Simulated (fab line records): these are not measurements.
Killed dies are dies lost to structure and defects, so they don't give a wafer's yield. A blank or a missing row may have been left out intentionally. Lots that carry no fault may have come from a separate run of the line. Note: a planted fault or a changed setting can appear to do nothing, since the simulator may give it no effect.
Lot-split experiment -- flow sky130 -- on a route of 708 steps: 5 lots, 27 wafers read

## ON THE SPLIT
At SKY_POLY_GATE_OXIDATION_20 (stabilise 600 s, purge 300 s, target thk 4 nm), the setting ox time s was moved away from the recipe's 899 s on 24 of the 27 wafers read, by -59.8% to +51.1%. All remaining wafers had this setting at the recipe value.

No step appears in the file between the split and the reading.

## THE READING
Values of POLY_GATE_OXIDATION_THK in nm from SKY_POLY_GATE_THK_MEAS_21. Typical for fault-free wafers on this fab line: 3.96 nm, with standard deviation 0.061 nm.

wafer,"tool, chamber at the split","ox time s as run, s",against the recipe,"POLY_GATE_OXIDATION_THK, nm",against lot-mates on the recipe
L079.1,"-, -",412.1,-54.2%,2.14,no lot-mate on the recipe
L079.2,"-, -",412.1,-54.2%,2.17,no lot-mate on the recipe
L079.3,"-, -",412.1,-54.2%,2.10,no lot-mate on the recipe
L079.4,"-, -",412.1,-54.2%,2.16,no lot-mate on the recipe
L079.5,"-, -",412.1,-54.2%,2.19,no lot-mate on the recipe
L079.6,"-, -",412.1,-54.2%,2.15,no lot-mate on the recipe
L078.4,"furnace-01, 0",899,recipe,3.91,-
L078.5,"furnace-01, 0",899,recipe,3.89,-
L078.6,"furnace-01, 0",899,recipe,3.94,-
L081.1,"-, -",361.3,-59.8%,1.99,no lot-mate on the recipe
L081.2,"-, -",361.3,-59.8%,2.00,no lot-mate on the recipe
L081.3,"-, -",361.3,-59.8%,1.96,no lot-mate on the recipe
L081.4,"-, -",361.3,-59.8%,2.03,no lot-mate on the recipe
L081.5,"-, -",361.3,-59.8%,2.01,no lot-mate on the recipe
L081.6,"-, -",361.3,-59.8%,1.95,no lot-mate on the recipe
L083.1,"-, -",442.8,-50.7%,2.29,no lot-mate on the recipe
L083.2,"-, -",442.8,-50.7%,2.30,no lot-mate on the recipe
L083.3,"-, -",442.8,-50.7%,2.19,no lot-mate on the recipe
L083.4,"-, -",442.8,-50.7%,2.20,no lot-mate on the recipe
L083.5,"-, -",442.8,-50.7%,2.26,no lot-mate on the recipe
L083.6,"-, -",442.8,-50.7%,2.24,no lot-mate on the recipe
L082.1,"-, -",1358,+51.1%,5.33,no lot-mate on the recipe
L082.2,"-, -",1358,+51.1%,5.47,no lot-mate on the recipe
L082.3,"-, -",1358,+51.1%,5.47,no lot-mate on the recipe
L082.4,"-, -",1358,+51.1%,5.36,no lot-mate on the recipe
L082.5,"-, -",1358,+51.1%,5.42,no lot-mate on the recipe
L082.6,"-, -",1358,+51.1%,5.42,no lot-mate on the recipe

FIT RESULTS
A straight line over all 27 wafers: POLY_GATE_OXIDATION_THK changes by +0.0311 nm for each +1% of ox time s; r = +1.00; the points scatter about the line by 0.048 nm.
Too few moved wafers with a lot-mate on the recipe to fit a line net of each lot's own level.

## THE WHOLE CHAIN: every reading that the file lists as answering this split, in the file's order
step,what it does,reading,change (the file's fit),r (the file's)
SKY_POLY_GATE_OXIDATION_20,"stabilise 600 s, purge 300 s, target thk 4 nm","SiO2_of_POLY_GATE_OXIDATION_20.thk nm (the simulator's own value, which no gauge read)",+0.0311 nm for each +1% of the setting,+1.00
SKY_POLY_GATE_THK_MEAS_21,,POLY_GATE_OXIDATION_THK,+0.0311 for each +1% of the setting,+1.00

## FILE'S OWN FIT
POLY_GATE_OXIDATION_THK changes by +0.0311 nm for each +1% of ox time s, r = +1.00.
